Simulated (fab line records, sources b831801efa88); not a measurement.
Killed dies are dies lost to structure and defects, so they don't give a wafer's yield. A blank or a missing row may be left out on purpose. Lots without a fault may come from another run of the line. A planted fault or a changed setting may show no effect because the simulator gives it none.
Chamber matching | flow sky130 | SKY_VIA2_ETCH_15 on rie_diel-04: 4 sister chambers
The step etches SiO2 in C4F8/O2/Ar, stops on TiN, target depth 546 nm, time 84 s. 20 wafers are shown with their chamber, then 10 later ones without.

WAFERS WITH THEIR CHAMBER
wafer  | chamber | oes_product_au (a.u.)
L076.1 | 3       | 0.942
L076.4 | 1       | 0.937
L076.5 | 3       | 0.939
L079.4 | 1       | 0.939
L079.5 | 2       | 0.938
L079.6 | 3       | 0.942
L080.1 | 3       | 0.940
L080.3 | 2       | 0.943
L080.6 | 1       | 0.936
L081.3 | 2       | 0.935
L081.4 | 3       | 0.938
L081.5 | 3       | 0.943
L092.1 | 2       | 0.944
L092.2 | 3       | 0.937
L092.3 | 0       | 0.933
L092.4 | 1       | 0.943
L092.5 | 0       | 0.942
L092.6 | 3       | 0.951
L093.1 | 3       | 0.941
L093.2 | 1       | 0.936

SIGNATURES (means of the wafers above)
reading        | chamber 0 | chamber 1 | chamber 2 | chamber 3 | scatter within a chamber
oes_product_au | 0.93750   | 0.93820   | 0.94000   | 0.94144   | 0.00406
Rule: a wafer's distance from a chamber is the root of the sum, over the readings, of the square of ((its reading less the chamber's mean) divided by the reading's scatter). The wafer belongs to the nearest chamber; if the next one is less than 2 further off, it can't be placed. The scatter: the root of (the sum of the squares of (reading less its chamber's mean) over the shown wafers, divided by (wafers less chambers)).

WAFERS WITHOUT THEIR CHAMBER
wafer  | oes_product_au (a.u.)
L093.3 | 0.946
L095.1 | 0.943
L095.2 | 0.946
L095.3 | 0.940
L095.4 | 0.938
L095.5 | 0.944
L095.6 | 0.930
L097.2 | 0.942
L097.4 | 0.946
L097.6 | 0.947

WHICH CHAMBER EACH WENT THROUGH
wafer  | from the rows above               | in truth
L093.3 | can't be placed: 3 or 2 or 1 or 0 | 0
L095.1 | can't be placed: 3 or 2 or 1 or 0 | 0
L095.2 | can't be placed: 3 or 2 or 1 or 0 | 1
L095.3 | can't be placed: 2 or 3 or 1 or 0 | 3
L095.4 | can't be placed: 1 or 0 or 2 or 3 | 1
L095.5 | can't be placed: 3 or 2 or 1 or 0 | 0
L095.6 | can't be placed: 0 or 1 or 2 or 3 | 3
L097.2 | can't be placed: 3 or 2 or 1 or 0 | 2
L097.4 | can't be placed: 3 or 2 or 1 or 0 | 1
L097.6 | can't be placed: 3 or 2 or 1 or 0 | 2
Placed correctly: 0 of 10. Can't be placed from these rows: 10 (the true chamber is among the candidates in 10). Placed wrongly: 0.
